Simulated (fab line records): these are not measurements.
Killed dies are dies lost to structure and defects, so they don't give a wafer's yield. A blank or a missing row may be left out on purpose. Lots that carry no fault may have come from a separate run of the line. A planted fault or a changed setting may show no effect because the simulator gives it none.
fab line records    flow sky130
[record] lots = 5  wafers = 15  lastDay = 49
route steps=708 shown LI_CONTACT@364 PAD_OPEN@708
lots that met no fault: taken from a fault-free run of the same line
startH: the number of hours between the record's first day and the start of the first shown wafer of the lot    waitH: hours from the lot's prior step to this one    " the same as in the row above    L1.1+2: one row covering several wafers at once    - no value, or no start was given    * or withheld: withheld    < > ~ a bound
route shown NAME@n: NAME is a module with steps in the file, n the number in the route of the first one    usual: mean/standard deviation of fault-free wafers    same: alike in all rows    chamber/n: place in a boat    sites: the reading at each site    _std_site: the values' standard deviation    _edge_site: outer sites' mean less inner sites'    radiusMm: how far each site lies from the wafer's centre    mask NAME#n: copy n    behind: the most recent tool/chamber to have shaped the wafer    hold: why the lot went on hold/how many hours it stayed there/how the hold came to an end    device: which transistor (n, p or np) failed to switch    end of line: the same wafers' tests at the end of the route    a step without rows: its recipe alone    killed: not the wafer's yield, but the dies lost to structure and defects at the first sort    map: a wafer's dies, marking killed ones x, the rest . and places with no die _
set.NAME: the setting as run; set.NAME@STEP: as run at that earlier step    model.NAME: the simulator's own value behind a step, which no gauge read
lots at some steps of the route; a table a step, a row a wafer
services: a tool's chamber out of use, with start hour (startH, from the record's first day; less than 0 if before it), hours out, and reason
[[steps]]
[step SKY_LI_CONTACT_CMP_02]
[recipe] material = PSG  downForcePsi = 4  platenRpm = 60  padVelocityMS = 0.94248
[usual] motorCurrentA = 11.2/1.5  timeToEndpointS = 31.7/2.2
lot.wafer  tool    chamber  startH  waitH  motorCurrentA  timeToEndpointS
L281.3     cmp-02  1        669.68  0.0    11.6           32.5
L281.2     "       3        "       "      11.4           30.7
L281.5     "       1        "       "      11.5           31.8
L282.2     cmp-01  2        683.14  0.0    12.6           35.5
L282.6     "       2        "       "      13.0           32.6
L282.5     "       3        "       "      10.5           33.2
L287.2     cmp-02  0        719.52  0.0    8.6            27.0
L287.4     "       1        "       "      12.0           30.7
L287.1     "       3        "       "      11.7           28.6
L295.3     cmp-02  3        791.47  0.1    11.5           26.4
L295.5     "       2        "       "      14.1           29.5
L295.6     "       3        "       "      11.3           30.3
L297.3     cmp-01  1        800.94  0.1    11.6           34.0
L297.4     "       3        "       "      10.3           32.2
L297.5     "       0        "       "      9.5            30.1
[step SKY_LI_CONTACT_BOW_MEAS_03]
[recipe] mode = bow
[usual] LI_CONTACT_BOW = 55/6.2
lot.wafer  tool          chamber  startH  waitH  LI_CONTACT_BOW[um]
L281.2     filmMetro-02  -        670.00  0.2    55
L281.3     "             -        "       "      59
L281.5     "             -        "       "      48
L282.2     filmMetro-03  -        683.46  0.3    53
L282.5     "             -        "       "      54
L282.6     "             -        "       "      59
L287.1     filmMetro-04  -        719.82  0.1    51
L287.2     "             -        "       "      50
L287.4     "             -        "       "      53
L295.3     filmMetro-02  -        791.76  0.2    47
L295.5     "             -        "       "      49
L295.6     "             -        "       "      59
L297.3     filmMetro-02  -        801.25  0.3    39
L297.4     "             -        "       "      62
L297.5     "             -        "       "      41
[step SKY_LI_CONTACT_DEHYDRATE_04]
[recipe] tempC = 200  timeS = 60
[step SKY_LI_CONTACT_HMDS_05]
[recipe] primeTimeS = 60  primeTempC = 120
[step SKY_LI_CONTACT_COAT_06]
[recipe] resist = BARC  tempC = withheld  timeS = withheld  spinRpm = 3000  resistThkNm = 60
[step SKY_LI_CONTACT_COAT_07]
[recipe] resist = KrF-thick  spinRpm = 3000  resistThkNm = 450
[step SKY_LI_CONTACT_SOFTBAKE_08]
[recipe] tempC = 100  timeS = 90  resist = KrF-thick
[step SKY_LI_CONTACT_EXPOSE_09]
[recipe] maskId = LICM1  na = 0.8  sourceShape = annular  sigmaInner = 0.55  sigmaOuter = 0.85  targetCdNm = 170  doseMj = 38
[step SKY_LI_CONTACT_PEB_10]
[recipe] pebTempC = withheld  pebTimeS = withheld  resist = KrF-thick
[step SKY_LI_CONTACT_DEVELOP_11]
[recipe] developTimeS = 60  resist = KrF-thick  devTempC = 21
[step SKY_LI_CONTACT_CD_MEAS_12]
[recipe] targetCdNm = 170
[usual] cdNm = 170.3/1.7
lot.wafer  tool      chamber  startH  waitH  cdNm
L281.2     cdSem-01  -        698.17  -      171.4
L281.3     "         -        "       "      170.3
L281.5     "         -        "       "      171.0
L282.2     cdSem-01  -        710.86  -      171.9
L282.5     "         -        "       "      171.7
L282.6     "         -        "       "      171.5
L287.1     cdSem-01  -        747.28  -      172.1
L287.2     "         -        "       "      171.2
L287.4     "         -        "       "      170.7
L295.3     cdSem-02  -        818.09  -      168.8
L295.5     "         -        "       "      169.3
L295.6     "         -        "       "      169.7
L297.3     cdSem-02  -        827.89  -      172.0
L297.4     "         -        "       "      174.3
L297.5     "         -        "       "      173.1
[step SKY_LI_CONTACT_OVL_MEAS_13]
[usual] LI_CONTACT_OVL = -2/5.2
lot.wafer  tool        chamber  startH  waitH  LI_CONTACT_OVL[nm]
L281.2     overlay-01  -        698.28  0.1    0
L281.3     "           -        "       "      0
L281.5     "           -        "       "      -3
L282.2     overlay-01  -        710.97  0.1    -7
L282.5     "           -        "       "      0
L282.6     "           -        "       "      -8
L287.1     overlay-01  -        747.40  0.1    -10
L287.2     "           -        "       "      -13
L287.4     "           -        "       "      -8
L295.3     overlay-02  -        818.18  0.1    -2
L295.5     "           -        "       "      -3
L295.6     "           -        "       "      2
L297.3     overlay-02  -        827.98  0.1    0
L297.4     "           -        "       "      1
L297.5     "           -        "       "      8
[step SKY_LI_CONTACT_ETCH_14]
[recipe] chemistry = N2/H2  target = BARC  ionEnergyEv = 200  sourceW = 500  biasW = 100  pressureMtorr = 30  n2FlowSccm = 100  h2FlowSccm = 200  stopOn = SiO2  timeS = 45.9  targetDepthA = 600
[usual] drypumpMotorCurrentA = 5.6/0.31  oesProductAu = 0.854/0.0045  rfFwdPowerW = 494.8/1.8  throttleValvePct = 13.225/0.0094
lot.wafer  tool        chamber  startH  waitH  drypumpMotorCurrentA  oesProductAu  rfFwdPowerW  rfHoursCounterH  throttleValvePct  model.KrF-thick_of_LI_CONTACT_COAT_07.thkNm  model.SiO2_of_SONOS_ONO_CVD_04.thkNm
L281.2     rieDiel-03  0        698.31  0.0    6.0                   0.856         496.2        7                13.226            392.5                                        4.171
L281.3     "           3        "       "      5.7                   0.858         498.3        2                13.224            392.7                                        4.134
L281.5     "           0        "       "      6.0                   0.850         495.2        -                13.221            392                                          4.191
L282.2     rieDiel-03  2        711.00  0.0    5.3                   0.854         576.5        36               13.236            387.4                                        3.982
L282.5     "           2        "       "      5.3                   0.851         575.1        -                13.223            385.9                                        4.011
L282.6     "           3        "       "      5.7                   0.849         497.5        -                13.245            393.3                                        4.154
L287.1     rieDiel-01  3        747.43  0.0    5.0                   0.855         497.1        19               13.218            393.7                                        4.083
L287.2     "           0        "       "      6.1                   0.849         493.7        6                13.219            392.3                                        4.035
L287.4     "           1        "       "      6.0                   0.856         492.6        11               13.225            392.7                                        4.147
L295.3     rieDiel-03  2        818.20  0.0    5.3                   0.847         495.0        0                13.227            392.5                                        4.244
L295.5     "           1        "       "      5.7                   0.859         495.4        -                13.224            392.2                                        4.272
L295.6     "           0        "       "      6.0                   0.864         493.6        -                13.235            390.4                                        4.198
L297.3     rieDiel-03  0        828.00  0.0    6.0                   0.846         493.5        10               13.212            392.6                                        4.481
L297.4     "           2        "       "      5.3                   0.848         495.8        1                13.234            392.7                                        4.413
L297.5     "           3        "       "      5.7                   0.855         496.5        -                13.230            394.4                                        4.494
[step SKY_LI_CONTACT_ETCH_15]
[recipe] target = PSG  chemistry = C4F8/O2/Ar  stopOn = Si  taperDeg = 4.15  maskMaterial = KrF-thick  sourceW = 1500  biasW = 1200  pressureMtorr = 40  c4f8FlowSccm = withheld  O2_flow_sccm = 6  Ar_flow_sccm = 300  timeS = withheld  targetDepthA = 6000
[usual] oesProductAu = 0.836/0.0046  rfFwdPowerW = 1492/5
lot.wafer  tool        chamber  startH  waitH  oesProductAu  rfFwdPowerW  model.KrF-thick_of_LI_CONTACT_COAT_07.thkNm
L281.2     rieDiel-03  0        698.35  0.0    0.834         1497         229.9
L281.3     "           3        "       "      0.831         1497         230.2
L281.5     "           0        "       "      0.836         1493         229.3
L282.2     rieDiel-03  2        711.04  0.0    0.839         1498         223.5
L282.5     "           2        "       "      0.833         1489         221.6
L282.6     "           3        "       "      0.845         1488         232.2
L287.1     rieDiel-01  3        747.47  0.0    0.838         1501         233.9
L287.2     "           0        "       "      0.842         1494         229.5
L287.4     "           1        "       "      0.838         1481         231.2
L295.3     rieDiel-03  2        818.24  0.0    0.837         1494         230.8
L295.5     "           1        "       "      0.840         1483         232.4
L295.6     "           0        "       "      0.837         1489         226.5
L297.3     rieDiel-03  0        828.04  0.0    0.847         1491         230.5
L297.4     "           2        "       "      0.838         1500         232.1
L297.5     "           3        "       "      0.842         1495         233
[step SKY_LI_CONTACT_STRIP_16]
[recipe] chemistry = O2/N2  powerW = 1400  pressureMtorr = 1500  platenTempC = withheld  o2FlowSccm = 3000  n2FlowSccm = 300  overashFraction = 0.5
[usual] drypumpMotorCurrentA = 5.8/0.38  oesProductAu = 0.376/0.0044  stripTimeToEndpointS = 3.493/0.026
lot.wafer  tool            chamber  startH  waitH  drypumpMotorCurrentA  oesProductAu  rfHoursCounterH  stripTimeToEndpointS
L281.2     plasmaAsher-04  1        698.43  -      6.4                   0.367         26               3.484
L281.3     "               1        "       "      6.4                   0.374         -                3.489
L281.5     "               0        "       "      5.9                   0.380         -                3.455
L282.2     plasmaAsher-03  0        711.13  -      6.1                   0.376         57               3.402
L282.5     "               1        "       "      5.5                   0.372         -                3.388
L282.6     "               0        "       "      6.1                   0.378         -                3.502
L287.1     plasmaAsher-02  1        747.56  -      6.2                   0.384         97               3.529
L287.2     "               0        "       "      5.4                   0.375         97               3.461
L287.4     "               1        "       "      6.2                   0.376         -                3.486
L295.3     plasmaAsher-02  0        818.36  -      5.4                   0.376         -                3.490
L295.5     "               1        "       "      6.2                   0.375         -                3.509
L295.6     "               0        "       "      5.4                   0.374         -                3.447
L297.3     plasmaAsher-02  1        828.16  -      6.3                   0.382         -                3.484
L297.4     "               0        "       "      5.4                   0.380         -                3.499
L297.5     "               0        "       "      5.4                   0.373         -                3.493
[step SKY_LI_CONTACT_CLEAN_17]
[recipe] chemistry = NMP  timeS = 600  tempC = 60  dry = n2Spin
[step SKY_PAD_OPEN_PROBE_99]
[usual] killed_at_M0_to_M3 = 44/6.6  killed_at_M4_up = 3.4/1.9  killedAtContacts = 25/5.6  killedAtFrontEnd = 15/4.6  killedAtOther = 0.3/0.6  killedDies = 88/9.5  killedOpen = 47/7.1  killedShort = 40/6.4
[same] grossDies = 492  killedAtBackSide = 0
lot.wafer  tool       chamber  startH   waitH  killed_at_M0_to_M3  killed_at_M4_up  killedAtContacts  killedAtFrontEnd  killedAtOther  killedDies  killedOpen  killedShort
L287.1     prober-01  -        1126.59  0.1    38                  7                30                14                0              89          59          30
L287.2     prober-01  -        1126.64  0.1    53                  5                26                18                1              103         52          50
L287.4     prober-01  -        1126.74  0.2    51                  3                34                16                1              105         60          44
L295.3     prober-01  -        1175.86  0.2    48                  7                24                9                 0              88          41          47
L295.5     prober-01  -        1175.96  0.2    47                  3                15                19                3              87          36          49
L295.6     prober-01  -        1176.01  0.2    39                  6                24                24                0              93          44          49
// killed by level:class
L287.1 CONTACT:geometricParticle:open=13 VIA1:geometricParticle:open=12 LI_CONTACT:geometricParticle:open=8 VIA2:geometricParticle:open=8 CONTACT:geometricParticle:short=7 VIA3:geometricParticle:open=5 METAL4:geometricParticle:short=5 POLY_GATE:geometricParticle:short=4
L287.2 VIA1:geometricParticle:open=13 CONTACT:geometricParticle:open=11 VIA3:geometricParticle:open=9 FIELD_ISO:geometricParticle:short=7 LOCAL_INTERCONNECT:geometricParticle:short=6 METAL1:geometricParticle:short=6 VIA1:geometricParticle:short=5 METAL2:geometricParticle:short=5
L287.4 VIA1:geometricParticle:open=12 LI_CONTACT:geometricParticle:open=10 VIA2:geometricParticle:open=9 CONTACT:geometricParticle:open=8 LOCAL_INTERCONNECT:geometricParticle:short=8 METAL2:geometricParticle:short=8 METAL1:geometricParticle:short=6 CONTACT:geometricParticle:short=5
L295.3 CONTACT:geometricParticle:open=9 METAL1:geometricParticle:short=8 VIA1:geometricParticle:open=8 METAL4:geometricParticle:short=7 VIA3:geometricParticle:open=7 VIA1:geometricParticle:short=5 METAL2:geometricParticle:short=5 VIA2:geometricParticle:open=5
L295.5 METAL2:geometricParticle:short=8 VIA3:geometricParticle:open=7 METAL1:geometricParticle:short=7 POLY_GATE:geometricParticle:short=6 LI_CONTACT:geometricParticle:open=5 VIA1:geometricParticle:open=5 VIA2:geometricParticle:open=5 VIA1:geometricParticle:short=4
L295.6 CONTACT:geometricParticle:open=10 VIA3:geometricParticle:open=8 FIELD_ISO:geometricParticle:short=6 POLY_CUT:geometricParticle:short=5 METAL1:geometricParticle:short=5 FIELD_ISO:geometricParticle:open=4 LI_CONTACT:geometricParticle:short=4 LOCAL_INTERCONNECT:geometricParticle:short=4
[[services]]
tool            chamber  startH  hours  kind
cmp-01          -        648.90  4.1    repair
rieDiel-01      -        655.10  2.8    pm
cmp-02          -        682.53  2.5    repair
rieDiel-03      1        685.19  12.9   repair
rieDiel-03      3        687.62  3.3    repair
cmp-01          -        687.92  0.8    repair
cmp-01          -        688.62  3.6    repair
rieDiel-01      2        700.57  6.7    repair
cmp-02          -        705.77  0.2    repair
rieDiel-03      -        727.46  2.8    pm
cmp-01          -        741.47  1.8    repair
cmp-02          -        743.37  33.0   repair
cmp-02          -        749.54  1.4    repair
cmp-01          -        751.61  3.9    repair
plasmaAsher-02  -        766.42  12.0   repair
rieDiel-01      3        770.48  11.2   repair
cmp-02          -        776.42  4.0    pm
cmp-02          -        780.72  9.0    pm
cmp-02          -        786.88  0.6    repair
cmp-01          -        789.75  6.3    pm
cmp-02          -        802.63  0.2    repair
rieDiel-03      -        809.42  0.3    repair
rieDiel-03      3        819.27  6.7    repair
cmp-02          -        820.30  1.1    repair
[[key]]
[firstSign] step = SKY_LI_CONTACT_ETCH_14  reading = rfFwdPowerW  direction = up  sigmas = 44  usual = 494.8  struck = 575.8
[effect] step = SKY_LI_CONTACT_STRIP_16  reading = stripTimeToEndpointS  direction = down  sigmas = 3.7  usual = *  struck = *
[modelEffect] step = SKY_LI_CONTACT_ETCH_14  value = KrF-thick_of_LI_CONTACT_COAT_07.thkNm  without = 392.8  struck = 386.6
[modelEffect] step = SKY_LI_CONTACT_ETCH_15  value = KrF-thick_of_LI_CONTACT_COAT_07.thkNm  without = 228.8  struck = 222.6
metAt SKY_LI_CONTACT_ETCH_14
struckWafers L282.2,L282.5
testerLeftOut L282
[fault] kind = processParameterDrift  tool = rieDiel-03  chamber = 2  onsetH = 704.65  steps = SKY_LI_CONTACT_ETCH_14  channel = sourceW  offset = 80  shape = step  endH = 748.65  actsIn = theseRecipesOnly  stated = 500
// testerLeftOut: of these lots the tester's yield and bins aren't shown, on N5 and GAA mostly nor the transistor test; their killed dies are dies lost to structure and defects alone, not to doping, threshold or leakage, so they don't give the yield
